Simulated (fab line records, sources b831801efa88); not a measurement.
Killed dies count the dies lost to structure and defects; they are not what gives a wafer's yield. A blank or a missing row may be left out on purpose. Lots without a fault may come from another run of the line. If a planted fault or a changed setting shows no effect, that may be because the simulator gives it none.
fab line records	flow sky130
[record] lots = 6	wafers = 18	lastDay = 49
route steps=708 shown VT_ADJUST_LVTN@116 VT_ADJUST_NCORE@119 VT_ADJUST_HVTR@131 PAD_OPEN@708
lots that met no fault: taken from a fault-free run of the same line
startH: the number of hours between the record's first day and the start of the first shown wafer of the lot	waitH: hours elapsed since this lot's preceding step	" the same as in the row above	L1.1+2: several wafers, shown together as one row	- value missing, or start not given	* or withheld: withheld	< > ~ a bound
route shown NAME@n: a module of which the file shows steps, and the number in the route of the first	usual: the fault-free wafers' mean and standard deviation	same: alike in all rows	chamber/n: place in a boat	sites: readings site by site	_std_site: how widely they spread, as a standard deviation	_edge_site: outer sites' mean less inner sites'	radiusMm: how far each site lies from the wafer's centre	mask NAME#n: copy n	behind: the tool/chamber that last shaped the wafer	hold: reason for holding the lot/hours on hold/outcome of the hold	device: names the non-switching transistor (n, p or np)	end of line: tests of these same wafers at the route's end	a step without rows: its recipe alone	killed: dies lost to structure and defects at the first sort, not the wafer's yield	map: dies across one wafer; x = killed, . = not, _ = none there
set.NAME: the setting the step ran with; set.NAME@STEP: the setting that earlier step ran with	model.NAME: the simulator's own value behind a step, which no gauge read
lots at selected steps of the route; one table per step, one row per wafer
services: from which hour (startH, from the record's first day; less than 0 if before it) a tool's chamber was out of use, for how many hours, and why
[[steps]]
[step SKY_VT_ADJUST_LVTN_IMPLANT_19]
[recipe] species = B	energyKev = 30	doseCm2 = 6.5e+11	tiltDeg = withheld
[step SKY_VT_ADJUST_LVTN_STRIP_20]
[recipe] chemistry = O2/N2	powerW = 1400	pressureMtorr = 1500	platenTempC = withheld	o2FlowSccm = 3000	n2FlowSccm = 300	overashFraction = 0.5
[usual] drypumpMotorCurrentA = 5.6/0.53	n2FlowSccm = 300.1/0.82	oesProductAu = 0.715/0.0045	stripTimeToEndpointS = 14.18/0.039
lot.wafer	tool	chamber	startH	waitH	drypumpMotorCurrentA	n2FlowSccm	oesProductAu	rfHoursCounterH	stripTimeToEndpointS
L553.2	plasmaAsher-04	0	163.87	0.1	5.0	300.1	0.717	49	14.19
L553.3	"	0	"	"	5.0	300.2	0.719	-	14.21
L553.4	"	1	"	"	5.6	299.7	0.720	-	14.21
L558.1	plasmaAsher-02	1	196.60	0.1	6.5	300.8	0.711	53	14.17
L558.4	"	0	"	"	5.2	300.1	0.724	-	14.18
L558.5	"	1	"	"	6.4	299.3	0.715	-	14.16
L567.1	plasmaAsher-01	1	261.50	0.1	5.4	299.8	0.717	14	14.21
L567.3	"	1	"	"	5.4	299.3	0.713	-	14.25
L567.6	"	0	"	"	5.7	300.4	0.715	-	14.25
L569.2	plasmaAsher-04	1	274.75	0.1	5.6	300.1	0.720	59	14.17
L569.4	"	0	"	"	5.0	299.5	0.713	-	14.14
L569.5	"	1	"	"	5.6	300.3	0.716	-	14.14
L572.1	plasmaAsher-02	1	298.12	0.1	6.4	300.2	0.715	63	14.17
L572.4	"	0	"	"	5.2	300.2	0.721	-	14.17
L572.6	"	1	"	"	6.5	300.7	0.715	-	14.15
L573.3	plasmaAsher-02	1	305.85	0.1	6.5	300.1	0.717	-	14.13
L573.4	"	0	"	"	5.2	299.9	0.720	-	14.16
L573.5	"	1	"	"	6.5	300.6	0.717	-	14.19
[step SKY_VT_ADJUST_LVTN_TW_MEAS_21]
[usual] VT_ADJUST_LVTN_2_TW = 189.6/1.8
lot.wafer	tool	chamber	startH	waitH	VT_ADJUST_LVTN_2_TW
L553.2	filmMetro-03	-	163.98	0.1	191.2
L553.3	"	-	"	"	189.9
L553.4	"	-	"	"	189.8
L558.1	filmMetro-02	-	196.70	0.1	186.9
L558.4	"	-	"	"	187.2
L558.5	"	-	"	"	186.9
L567.1	filmMetro-03	-	261.60	0.1	189.1
L567.3	"	-	"	"	189.9
L567.6	"	-	"	"	191.1
L569.2	filmMetro-04	-	274.86	0.1	190.9
L569.4	"	-	"	"	191.2
L569.5	"	-	"	"	190.7
L572.1	filmMetro-04	-	298.22	0.1	190.8
L572.4	"	-	"	"	192.1
L572.6	"	-	"	"	190.8
L573.3	filmMetro-04	-	305.94	0.1	190.6
L573.4	"	-	"	"	191.2
L573.5	"	-	"	"	191.6
[step SKY_VT_ADJUST_NCORE_DEHYDRATE_00]
[recipe] tempC = 200	timeS = 60
[step SKY_VT_ADJUST_NCORE_HMDS_01]
[recipe] primeTimeS = 60	primeTempC = 120
[step SKY_VT_ADJUST_NCORE_COAT_02]
[recipe] resist = NOVOLAK	spinRpm = 3000	resistThkNm = 1140
[step SKY_VT_ADJUST_NCORE_SOFTBAKE_03]
[recipe] tempC = 90	timeS = 60	resist = NOVOLAK
[step SKY_VT_ADJUST_NCORE_EXPOSE_04]
[recipe] maskId = LVTN_COMPLEMENT_THIN	na = 0.6	sourceShape = conventional	sigmaOuter = 0.6	polarization = unpolarized	targetCdNm = 380	doseMj = 139
[step SKY_VT_ADJUST_NCORE_PEB_05]
[recipe] tempC = withheld	timeS = *	resist = NOVOLAK
[step SKY_VT_ADJUST_NCORE_DEVELOP_06]
[recipe] resist = NOVOLAK	developer = TMAH	developTimeS = 60	devTempC = 23.7
[step SKY_VT_ADJUST_NCORE_CD_MEAS_07]
[recipe] targetCdNm = 380
[usual] cdNm = 379.7/2.4
lot.wafer	tool	chamber	startH	waitH	cdNm
L553.2	cdSem-01	-	184.14	0.1	382.6
L553.3	"	-	"	"	382.4
L553.4	"	-	"	"	382.1
L558.1	cdSem-01	-	217.08	0.1	380.3
L558.4	"	-	"	"	379.9
L558.5	"	-	"	"	380.8
L567.1	cdSem-02	-	286.07	0.1	385.5
L567.3	"	-	"	"	381.7
L567.6	"	-	"	"	382.7
L569.2	cdSem-01	-	298.25	0.1	382.7
L569.4	"	-	"	"	384.4
L569.5	"	-	"	"	380.5
L572.1	cdSem-02	-	323.83	0.1	383.0
L572.4	"	-	"	"	383.8
L572.6	"	-	"	"	383.1
L573.3	cdSem-02	-	331.76	0.1	377.5
L573.4	"	-	"	"	377.0
L573.5	"	-	"	"	377.1
[step SKY_VT_ADJUST_NCORE_OVL_MEAS_08]
[usual] VT_ADJUST_NCORE_OVL = 0.5/1.2
lot.wafer	tool	chamber	startH	waitH	VT_ADJUST_NCORE_OVL[nm]
L553.2	overlay-01	-	184.25	0.1	1.1
L553.3	"	-	"	"	1.1
L553.4	"	-	"	"	2.3
L558.1	overlay-01	-	217.20	0.1	0.7
L558.4	"	-	"	"	0.6
L558.5	"	-	"	"	1.1
L567.1	overlay-01	-	286.19	0.1	1.4
L567.3	"	-	"	"	1.8
L567.6	"	-	"	"	-0.5
L569.2	overlay-02	-	298.36	0.1	-1.7
L569.4	"	-	"	"	-0.3
L569.5	"	-	"	"	-0.1
L572.1	overlay-01	-	323.95	0.1	-2.5
L572.4	"	-	"	"	-1.1
L572.6	"	-	"	"	-2.3
L573.3	overlay-01	-	331.85	0.1	0.6
L573.4	"	-	"	"	-0.3
L573.5	"	-	"	"	-0.5
[step SKY_VT_ADJUST_NCORE_IMPLANT_09]
[recipe] species = B	energyKev = 10	doseCm2 = 2.4e+12	tiltDeg = withheld
[usual] beamOnS = 10.02/0.19	endStationPressureTorr = 5.01e-06/2.5e-07	faradayCurrentUA = 13.50/0.25
lot.wafer	tool	chamber	startH	waitH	beamOnS	endStationPressureTorr	faradayCurrentUA
L553.2	implanter-02	0	184.30	0.0	10.15	4.7e-06	13.32
L553.3	"	0	"	"	9.87	5.37e-06	13.68
L553.4	"	0	"	"	10.12	5.08e-06	13.37
L558.1	implanter-04	0	217.24	0.0	10.26	5.18e-06	13.18
L558.4	"	0	"	"	9.63	5.03e-06	13.92
L558.5	"	0	"	"	9.74	5.05e-06	13.91
L567.1	implanter-02	0	286.23	0.0	11.20	6.116e-05	11.67
L567.3	"	0	"	"	10.75	6.357e-05	12.18
L567.6	"	0	"	"	10.83	6.079e-05	12.04
L569.2	implanter-02	0	298.41	0.0	11.04	6.372e-05	11.83
L569.4	"	0	"	"	10.81	6.287e-05	12.06
L569.5	"	0	"	"	10.69	6.043e-05	12.15
L572.1	implanter-03	0	323.99	0.0	9.83	5.41e-06	13.83
L572.4	"	0	"	"	10.02	4.7e-06	13.60
L572.6	"	0	"	"	9.93	5.35e-06	13.57
L573.3	implanter-03	0	331.93	0.1	9.64	5.01e-06	14.00
L573.4	"	0	"	"	10.02	5.21e-06	13.47
L573.5	"	0	"	"	9.63	4.84e-06	14.00
[step SKY_VT_ADJUST_NCORE_STRIP_10]
[recipe] chemistry = O2/N2	powerW = 1400	pressureMtorr = 1500	platenTempC = withheld	o2FlowSccm = 3000	n2FlowSccm = 300	overashFraction = 0.5
[usual] drypumpMotorCurrentA = 5.6/0.49	n2FlowSccm = 300.0/0.92	oesProductAu = 0.715/0.0042	stripTimeToEndpointS = 14.18/0.038
lot.wafer	tool	chamber	startH	waitH	drypumpMotorCurrentA	n2FlowSccm	oesProductAu	rfHoursCounterH	stripTimeToEndpointS
L553.2	plasmaAsher-02	0	184.43	0.1	5.2	300.5	0.714	51	14.19
L553.3	"	1	"	"	6.5	300.2	0.723	-	14.19
L553.4	"	0	"	"	5.2	299.1	0.711	-	14.19
L558.1	plasmaAsher-03	1	217.39	0.1	5.9	300.2	0.717	38	14.20
L558.4	"	1	"	"	5.9	299.7	0.710	-	14.21
L558.5	"	1	"	"	5.9	300.2	0.716	-	14.22
L567.1	plasmaAsher-04	0	286.38	0.1	5.0	300.6	0.716	60	14.25
L567.3	"	0	"	"	5.0	300.1	0.713	-	14.25
L567.6	"	1	"	"	5.6	300.7	0.717	-	14.20
L569.2	plasmaAsher-04	0	298.54	0.1	5.0	299.6	0.721	62	14.18
L569.4	"	0	"	"	5.0	299.8	0.719	-	14.16
L569.5	"	1	"	"	5.6	298.4	0.716	-	14.19
L572.1	plasmaAsher-02	0	324.14	0.1	5.2	300.5	0.719	66	14.21
L572.4	"	1	"	"	6.5	300.4	0.717	-	14.22
L572.6	"	1	"	"	6.5	300.5	0.717	-	14.22
L573.3	plasmaAsher-02	0	332.06	0.1	5.2	299.1	0.714	-	14.16
L573.4	"	1	"	"	6.5	299.8	0.723	-	14.19
L573.5	"	0	"	"	5.2	299.1	0.714	-	14.15
[step SKY_VT_ADJUST_NCORE_TW_MEAS_11]
[usual] VT_ADJUST_NCORE_TW = 219.3/1.6
lot.wafer	tool	chamber	startH	waitH	VT_ADJUST_NCORE_TW
L553.2	filmMetro-01	-	184.54	0.1	221.0
L553.3	"	-	"	"	220.7
L553.4	"	-	"	"	220.1
L558.1	filmMetro-02	-	217.49	0.1	217.7
L558.4	"	-	"	"	217.4
L558.5	"	-	"	"	217.8
L567.1	filmMetro-02	-	286.48	0.1	223.6
L567.3	"	-	"	"	223.3
L567.6	"	-	"	"	223.6
L569.2	filmMetro-01	-	298.65	0.1	224.6
L569.4	"	-	"	"	224.1
L569.5	"	-	"	"	224.3
L572.1	filmMetro-01	-	324.24	0.1	218.8
L572.4	"	-	"	"	218.6
L572.6	"	-	"	"	217.7
L573.3	filmMetro-03	-	332.15	0.1	221.6
L573.4	"	-	"	"	220.7
L573.5	"	-	"	"	221.2
[step SKY_VT_ADJUST_HVTR_DEHYDRATE_00]
[recipe] tempC = 200	timeS = 60
[step SKY_PAD_OPEN_PROBE_99]
[usual] killed_at_M0_to_M3 = 44/6.6	killed_at_M4_up = 3.0/2	killedAtContacts = 24/5.1	killedAtFrontEnd = 15/4.1	killedAtOther = 0.4/0.62	killedDies = 86/9.3	killedOpen = 46/6.8	killedShort = 40/5.8
[same] grossDies = 492	killedAtBackSide = 0
lot.wafer	tool	chamber	startH	waitH	killed_at_M0_to_M3	killed_at_M4_up	killedAtContacts	killedAtFrontEnd	killedAtOther	killedDies	killedOpen	killedShort	model.etest.nfet_16v.rOnOhmUm	model.etest.resPwellUnderGate.rsOhmSq	model.etest.pfetG5v0d10v5.offLog10AUm	model.etest.pfetG5v0d10v5.vtSatV	model.etest.pfet_16v.vtV	model.etest.pfetG5v0d10v5.vtV	model.etest.pfetG5v0d10v5.vtLongV	model.etest.nfetG5v0d10v5.vtSatV
L553.2	prober-01	-	1071.38	0.1	37	5	18	14	2	76	36	40	1.447e+04	2270	-12.08	-0.5827	-1.079	-0.7912	-0.9111	0.7777
L553.3	prober-01	-	1071.43	0.2	40	3	31	12	0	86	50	36	1.457e+04	2264	-12.34	-0.612	-1.081	-0.8195	-0.9144	0.7717
L553.4	prober-01	-	1071.48	0.2	45	5	20	13	1	84	40	44	1.442e+04	2264	-12.27	-0.618	-1.081	-0.8189	-0.9153	0.7589
L558.1	prober-01	-	1107.78	0.1	41	1	15	17	1	75	39	36	1.396e+04	2264	-12.33	-0.6261	-1.089	-0.8197	-0.918	0.7636
L558.4	prober-01	-	1107.93	0.2	49	3	17	12	0	81	43	38	1.396e+04	2260	-12.13	-0.5982	-1.084	-0.7976	-0.9111	0.7638
L558.5	prober-01	-	1107.98	0.2	42	3	23	11	0	79	42	37	1.399e+04	2254	-11.81	-0.5749	-1.08	-0.7745	-0.9087	0.7639
L567.1	prober-02	-	1154.64	0.1	38	5	24	15	0	82	47	35	1.448e+04	2252	-11.77	-0.5621	-1.021	-0.7715	-0.8571	0.7885
L567.3	prober-02	-	1154.74	0.2	47	4	19	16	2	88	50	38	1.46e+04	2215	-11.51	-0.5345	-1.027	-0.7465	-0.8663	0.7946
L567.6	prober-02	-	1154.89	0.2	33	3	19	14	1	70	40	30	1.458e+04	2239	-11.78	-0.5664	-1.023	-0.7819	-0.8641	0.7941
L569.2	prober-02	-	1164.73	0.1	38	1	23	5	0	67	31	35	1.417e+04	2223	-11.63	-0.5537	-1.029	-0.7635	-0.8684	0.7828
L569.4	prober-02	-	1164.83	0.2	39	1	21	11	0	72	39	33	1.429e+04	2214	-12.04	-0.5661	-1.032	-0.7725	-0.8695	0.7853
L569.5	prober-02	-	1164.88	0.2	55	1	31	11	0	98	50	45	1.419e+04	2211	-12.04	-0.5809	-1.026	-0.79	-0.8683	0.793
L572.1	prober-01	-	1180.93	0.1	38	2	18	23	1	82	47	35	1.396e+04	2258	-12.91	-0.6661	-1.118	-0.849	-0.9476	0.7678
L572.4	prober-01	-	1181.08	0.2	45	1	22	20	1	89	48	41	1.398e+04	2265	-12.84	-0.6587	-1.123	-0.8441	-0.95	0.7703
L572.6	prober-01	-	1181.18	0.2	55	6	23	13	1	98	48	49	1.391e+04	2255	-12.9	-0.6683	-1.115	-0.855	-0.9436	0.7678
L573.3	prober-01	-	1187.54	0.2	46	1	26	14	0	87	43	44	1.404e+04	2260	-11.85	-0.5728	-1.078	-0.7776	-0.9142	0.7654
L573.4	prober-01	-	1187.59	0.2	48	1	15	9	2	75	47	28	1.396e+04	2258	-12.76	-0.6512	-1.09	-0.8528	-0.9134	0.7494
L573.5	prober-01	-	1187.64	0.2	33	1	22	10	1	67	37	30	1.421e+04	2271	-11.99	-0.6007	-1.085	-0.7983	-0.9153	0.772
// killed by level:class
L553.2 METAL2:geometricParticle:short=11 FIELD_ISO:geometricParticle:short=7 LI_CONTACT:geometricParticle:open=7 VIA1:geometricParticle:open=6 VIA2:geometricParticle:open=6 FIELD_ISO:geometricParticle:open=5 CONTACT:geometricParticle:short=5 VIA3:geometricParticle:open=4
L553.3 VIA1:geometricParticle:open=11 LI_CONTACT:geometricParticle:open=9 CONTACT:geometricParticle:open=8 METAL2:geometricParticle:short=7 VIA2:geometricParticle:open=6 POLY_GATE:geometricParticle:open=5 CONTACT:geometricParticle:short=5 LI_CONTACT:geometricParticle:short=4
L553.4 METAL2:geometricParticle:short=9 CONTACT:geometricParticle:open=8 VIA1:geometricParticle:open=8 METAL1:geometricParticle:short=6 FIELD_ISO:geometricParticle:open=5 VIA2:geometricParticle:open=5 VIA3:geometricParticle:open=5 LOCAL_INTERCONNECT:geometricParticle:short=4
L558.1 VIA2:geometricParticle:open=8 FIELD_ISO:geometricParticle:short=7 VIA1:geometricParticle:open=7 VIA3:geometricParticle:open=7 CONTACT:geometricParticle:open=6 METAL1:geometricParticle:short=6 CONTACT:geometricParticle:short=5 VIA1:geometricParticle:short=4
L558.4 VIA2:geometricParticle:open=11 METAL2:geometricParticle:short=7 VIA3:geometricParticle:open=6 LI_CONTACT:geometricParticle:open=5 VIA1:geometricParticle:open=5 LOCAL_INTERCONNECT:geometricParticle:short=4 CONTACT:geometricParticle:open=4 METAL1:geometricParticle:short=4
L558.5 CONTACT:geometricParticle:open=12 VIA3:geometricParticle:open=7 VIA2:geometricParticle:open=6 METAL2:geometricParticle:short=5 VIA1:geometricParticle:open=5 METAL3:geometricParticle:short=5 LI_CONTACT:geometricParticle:open=4 CONTACT:geometricParticle:short=4
L567.1 VIA1:geometricParticle:open=12 CONTACT:geometricParticle:open=8 LI_CONTACT:geometricParticle:open=7 VIA3:geometricParticle:open=5 METAL4:geometricParticle:short=5 METAL2:geometricParticle:short=5 FIELD_ISO:geometricParticle:open=4 POLY_GATE:geometricParticle:short=4
L567.3 VIA1:geometricParticle:open=12 CONTACT:geometricParticle:open=10 VIA1:geometricParticle:short=8 VIA2:geometricParticle:open=6 FIELD_ISO:geometricParticle:open=4 VIA3:geometricParticle:short=4 METAL1:geometricParticle:short=4 METAL2:geometricParticle:short=4
L567.6 VIA1:geometricParticle:open=11 LI_CONTACT:geometricParticle:open=8 CONTACT:geometricParticle:open=5 VIA2:geometricParticle:short=5 FIELD_ISO:geometricParticle:short=4 FIELD_ISO:geometricParticle:open=4 METAL2:geometricParticle:short=4 POLY_GATE:geometricParticle:short=3
L569.2 VIA1:geometricParticle:open=8 CONTACT:geometricParticle:short=7 LI_CONTACT:geometricParticle:open=5 VIA3:geometricParticle:open=5 CONTACT:geometricParticle:open=4 METAL1:geometricParticle:short=4 VIA2:geometricParticle:open=4 VIA2:geometricParticle:short=4
L569.4 VIA1:geometricParticle:open=12 CONTACT:geometricParticle:open=7 METAL1:geometricParticle:short=7 CONTACT:geometricParticle:short=5 VIA3:geometricParticle:short=5 LI_CONTACT:geometricParticle:short=4 VIA2:geometricParticle:open=4 FIELD_ISO:geometricParticle:open=3
L569.5 CONTACT:geometricParticle:open=11 VIA1:geometricParticle:open=11 VIA3:geometricParticle:open=9 LOCAL_INTERCONNECT:geometricParticle:short=7 VIA2:geometricParticle:open=7 VIA2:geometricParticle:short=6 VIA3:geometricParticle:short=5 FIELD_ISO:geometricParticle:short=4
L572.1 VIA1:geometricParticle:open=13 CONTACT:geometricParticle:open=8 VIA3:geometricParticle:open=8 POLY_GATE:geometricParticle:short=7 FIELD_ISO:geometricParticle:open=5 FIELD_ISO:geometricParticle:short=4 METAL2:geometricParticle:short=4 VIA2:geometricParticle:short=4
L572.4 VIA2:geometricParticle:open=10 CONTACT:geometricParticle:open=9 FIELD_ISO:geometricParticle:open=6 VIA1:geometricParticle:open=6 METAL1:geometricParticle:short=5 LI_CONTACT:geometricParticle:open=5 VIA3:geometricParticle:open=5 POLY_GATE:geometricParticle:short=4
L572.6 VIA2:geometricParticle:open=12 VIA1:geometricParticle:open=10 CONTACT:geometricParticle:open=8 POLY_GATE:geometricParticle:short=7 METAL1:geometricParticle:short=7 LI_CONTACT:geometricParticle:open=6 METAL2:geometricParticle:short=6 VIA3:geometricParticle:short=5
L573.3 VIA1:geometricParticle:open=14 CONTACT:geometricParticle:open=11 METAL2:geometricParticle:short=7 LOCAL_INTERCONNECT:geometricParticle:short=6 METAL1:geometricParticle:short=5 LI_CONTACT:geometricParticle:open=5 METAL3:geometricParticle:short=5 VIA3:geometricParticle:short=4
L573.4 VIA1:geometricParticle:open=15 VIA2:geometricParticle:open=11 LI_CONTACT:geometricParticle:open=6 METAL1:geometricParticle:short=5 VIA3:geometricParticle:open=4 FIELD_ISO:geometricParticle:short=3 CONTACT:geometricParticle:open=3 METAL2:geometricParticle:short=3
L573.5 VIA1:geometricParticle:open=9 CONTACT:geometricParticle:open=8 CONTACT:geometricParticle:short=6 VIA3:geometricParticle:open=6 VIA2:geometricParticle:open=5 METAL2:geometricParticle:short=5 FIELD_ISO:geometricParticle:short=3 LOCAL_INTERCONNECT:geometricParticle:short=3
[[services]]
tool	chamber	startH	hours	kind
plasmaAsher-01	-	165.10	2.6	repair
plasmaAsher-03	-	166.29	1.3	repair
implanter-02	-	179.39	2.9	repair
plasmaAsher-03	-	182.95	15.6	pm
implanter-02	-	188.78	2.4	repair
implanter-04	-	206.48	4.5	repair
plasmaAsher-04	-	215.15	2.1	repair
plasmaAsher-04	-	257.71	4.8	repair
implanter-03	-	257.92	20.2	repair
implanter-03	-	294.97	2.6	repair
implanter-04	-	300.87	3.6	pm
plasmaAsher-01	-	304.06	14.6	pm
implanter-02	-	309.78	2.2	repair
implanter-04	-	324.67	3.0	repair
implanter-04	-	325.18	2.0	repair
implanter-03	-	328.00	0.7	repair
[[key]]
[firstSign] step = SKY_VT_ADJUST_NCORE_IMPLANT_09	reading = endStationPressureTorr	direction = up	sigmas = 99+	usual = 5.01e-06	struck = 6.209e-05
[effect] step = SKY_VT_ADJUST_NCORE_IMPLANT_09	reading = faradayCurrentUA	direction = down	sigmas = 6	usual = 13.50	struck = 11.99
[effect] step = SKY_VT_ADJUST_NCORE_TW_MEAS_11	reading = VT_ADJUST_NCORE_TW	direction = up	sigmas = 2.9	usual = 219.3	struck = 223.9
[modelEffect] step = SKY_PAD_OPEN_PROBE_99	value = etest.nfet_16v.rOnOhmUm	without = 1.405e+04	struck = 1.439e+04
metAt SKY_VT_ADJUST_NCORE_IMPLANT_09
struckWafers L567.1,L567.3,L567.6,L569.2,L569.4,L569.5
testerLeftOut L567,L569
onsetBetween 184.30 286.23
[fault] kind = processParameterDrift	tool = implanter-02	chamber = -	onsetH = 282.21	steps = SKY_VT_ADJUST_NCORE_IMPLANT_09	channel = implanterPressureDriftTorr	offset = 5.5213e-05	shape = step	endH = 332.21
[fault] kind = processParameterDrift	tool = implanter-02	chamber = -	onsetH = 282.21	steps = SKY_VT_ADJUST_NCORE_IMPLANT_09	channel = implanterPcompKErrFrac	offset = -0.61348	shape = step	endH = 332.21
// testerLeftOut: of these lots the tester's yield and bins aren't shown, on N5 and GAA mostly nor the transistor test; their killed dies are dies lost to structure and defects alone, not to doping, threshold or leakage, so they don't give the yield
